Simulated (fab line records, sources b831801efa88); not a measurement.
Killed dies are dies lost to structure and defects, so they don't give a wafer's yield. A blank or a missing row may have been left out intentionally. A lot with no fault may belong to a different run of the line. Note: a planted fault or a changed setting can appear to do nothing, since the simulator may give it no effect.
Lot-split experiment / flow sky130 / 5 lots, 27 wafers read, on a route of 708 steps

== ON THE SPLIT ==
At SKY_METAL1_DEVELOP_14 (develop time 60 s), the setting develop-time-s was moved away from the recipe's 60 s on 9 of the 27 wafers read, by -32.4% to +43.6%. All remaining wafers had this setting at the recipe value.

There is no step in the file separating the split from the reading.

== THE READING ==
cd-nm, in nm, at SKY_METAL1_CD_MEAS_15 (target cd 140 nm). Fault-free wafers of this fab line usually give 139.8 nm, standard deviation 1.3 nm.

wafer=L074.1; tool, chamber at the split=litho-track-03, 0; develop-time-s as run, s=60; against the recipe=recipe; cd-nm, nm=140.7; against lot-mates on the recipe=-
wafer=L074.2; tool, chamber at the split=litho-track-03, 0; develop-time-s as run, s=60; against the recipe=recipe; cd-nm, nm=140.4; against lot-mates on the recipe=-
wafer=L074.3; tool, chamber at the split=litho-track-03, 0; develop-time-s as run, s=60; against the recipe=recipe; cd-nm, nm=140.0; against lot-mates on the recipe=-
wafer=L074.4; tool, chamber at the split=litho-track-03, 0; develop-time-s as run, s=83.72; against the recipe=+39.5%; cd-nm, nm=133.0; against lot-mates on the recipe=-7.4
wafer=L074.5; tool, chamber at the split=litho-track-03, 0; develop-time-s as run, s=83.72; against the recipe=+39.5%; cd-nm, nm=132.4; against lot-mates on the recipe=-8.0
wafer=L074.6; tool, chamber at the split=litho-track-03, 0; develop-time-s as run, s=83.72; against the recipe=+39.5%; cd-nm, nm=133.2; against lot-mates on the recipe=-7.2
wafer=L078.1; tool, chamber at the split=litho-track-02, 0; develop-time-s as run, s=60; against the recipe=recipe; cd-nm, nm=139.2; against lot-mates on the recipe=-
wafer=L078.2; tool, chamber at the split=litho-track-02, 0; develop-time-s as run, s=60; against the recipe=recipe; cd-nm, nm=141.0; against lot-mates on the recipe=-
wafer=L078.3; tool, chamber at the split=litho-track-02, 0; develop-time-s as run, s=60; against the recipe=recipe; cd-nm, nm=139.6; against lot-mates on the recipe=-
wafer=L078.4; tool, chamber at the split=litho-track-02, 0; develop-time-s as run, s=60; against the recipe=recipe; cd-nm, nm=139.2; against lot-mates on the recipe=-
wafer=L078.5; tool, chamber at the split=litho-track-02, 0; develop-time-s as run, s=60; against the recipe=recipe; cd-nm, nm=139.8; against lot-mates on the recipe=-
wafer=L078.6; tool, chamber at the split=litho-track-02, 0; develop-time-s as run, s=60; against the recipe=recipe; cd-nm, nm=138.8; against lot-mates on the recipe=-
wafer=L075.1; tool, chamber at the split=litho-track-03, 0; develop-time-s as run, s=60; against the recipe=recipe; cd-nm, nm=138.5; against lot-mates on the recipe=-
wafer=L075.3; tool, chamber at the split=litho-track-03, 0; develop-time-s as run, s=60; against the recipe=recipe; cd-nm, nm=139.2; against lot-mates on the recipe=-
wafer=L075.6; tool, chamber at the split=litho-track-03, 0; develop-time-s as run, s=60; against the recipe=recipe; cd-nm, nm=137.3; against lot-mates on the recipe=-
wafer=L081.1; tool, chamber at the split=litho-track-04, 0; develop-time-s as run, s=40.55; against the recipe=-32.4%; cd-nm, nm=148.1; against lot-mates on the recipe=+8.1
wafer=L081.2; tool, chamber at the split=litho-track-04, 0; develop-time-s as run, s=40.55; against the recipe=-32.4%; cd-nm, nm=147.8; against lot-mates on the recipe=+7.8
wafer=L081.3; tool, chamber at the split=litho-track-04, 0; develop-time-s as run, s=40.55; against the recipe=-32.4%; cd-nm, nm=148.8; against lot-mates on the recipe=+8.8
wafer=L081.4; tool, chamber at the split=litho-track-04, 0; develop-time-s as run, s=60; against the recipe=recipe; cd-nm, nm=140.0; against lot-mates on the recipe=-
wafer=L081.5; tool, chamber at the split=litho-track-04, 0; develop-time-s as run, s=60; against the recipe=recipe; cd-nm, nm=141.2; against lot-mates on the recipe=-
wafer=L081.6; tool, chamber at the split=litho-track-04, 0; develop-time-s as run, s=60; against the recipe=recipe; cd-nm, nm=138.9; against lot-mates on the recipe=-
wafer=L084.1; tool, chamber at the split=litho-track-02, 0; develop-time-s as run, s=86.18; against the recipe=+43.6%; cd-nm, nm=136.2; against lot-mates on the recipe=-5.1
wafer=L084.2; tool, chamber at the split=litho-track-02, 0; develop-time-s as run, s=86.18; against the recipe=+43.6%; cd-nm, nm=134.9; against lot-mates on the recipe=-6.4
wafer=L084.3; tool, chamber at the split=litho-track-02, 0; develop-time-s as run, s=60; against the recipe=recipe; cd-nm, nm=141.2; against lot-mates on the recipe=-
wafer=L084.4; tool, chamber at the split=litho-track-02, 0; develop-time-s as run, s=60; against the recipe=recipe; cd-nm, nm=140.6; against lot-mates on the recipe=-
wafer=L084.5; tool, chamber at the split=litho-track-02, 0; develop-time-s as run, s=60; against the recipe=recipe; cd-nm, nm=142.0; against lot-mates on the recipe=-
wafer=L084.6; tool, chamber at the split=litho-track-02, 0; develop-time-s as run, s=86.18; against the recipe=+43.6%; cd-nm, nm=134.3; against lot-mates on the recipe=-7.0

FIT RESULTS
A straight line over all 27 wafers: cd-nm changes by -0.174 nm for each +1% of develop-time-s; r = -0.93; the points scatter about the line by 1.6 nm.
The same after taking each lot's own level away (the mean of its wafers on the recipe; 27 wafers): -0.189 nm for each +1%; r = -0.97; scatter 1.1 nm.
Per that fit: largest develop-time-s move, reading shift of 8.2 nm.
The span of the lots' own levels, 138.33 to 141.27 nm, comes to 2.3 times the standard deviation stated above.
So the lot-to-lot level changes the slope little: the two slopes agree.
Check: for one of the wafers moved furthest among these (+43.6%), held out of the fit, the line's prediction against its lot-mates is -8.26 nm. Against them it came out at -5.07 nm.

== THE OTHER SPLITS THESE WAFERS WENT THROUGH ==
Note: prior to the reading, these wafers also went through further splits. Each is held against what the fit with the lots' levels taken away leaves over:
other split on the same wafers=SKY_SONOS_ONO_CVD_02 time-s; wafers away from the commonest value=12; r with cd-nm (lot level and that fit taken away)=+0.37
other split on the same wafers=SKY_GATE_OXIDE_OXIDATION_01 ox-time-s; wafers away from the commonest value=6; r with cd-nm (lot level and that fit taken away)=+0.23
other split on the same wafers=SKY_POLY_GATE_ETCH_15 time-s; wafers away from the commonest value=9; r with cd-nm (lot level and that fit taken away)=-0.33

== THE WHOLE CHAIN: every reading that the file lists as answering this split, in the file's order ==
step=SKY_METAL1_CD_MEAS_15; what it does=target cd 140 nm; reading=cd-nm; change (the file's fit)=-0.184 nm for each +1% of the setting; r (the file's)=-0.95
step=SKY_METAL1_DESCUM_17; what it does=chemistry O2, time 8 s; reading=METAL1.cd-nm (the simulator's own value, which no gauge read); change (the file's fit)=-0.187 nm for each +1% of the setting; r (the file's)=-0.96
step=SKY_METAL1_METAL_ETCH_19; what it does=etches the open film in Cl2/BCl3, stops on SiO2, target depth 360 nm, time 78 s; reading=METAL1.cd-nm (the simulator's own value, which no gauge read); change (the file's fit)=-0.183 nm for each +1% of the setting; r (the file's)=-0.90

== THE FILE'S OWN FIT ==
cd-nm changes by -0.184 nm for each +1% of develop-time-s, r = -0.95.
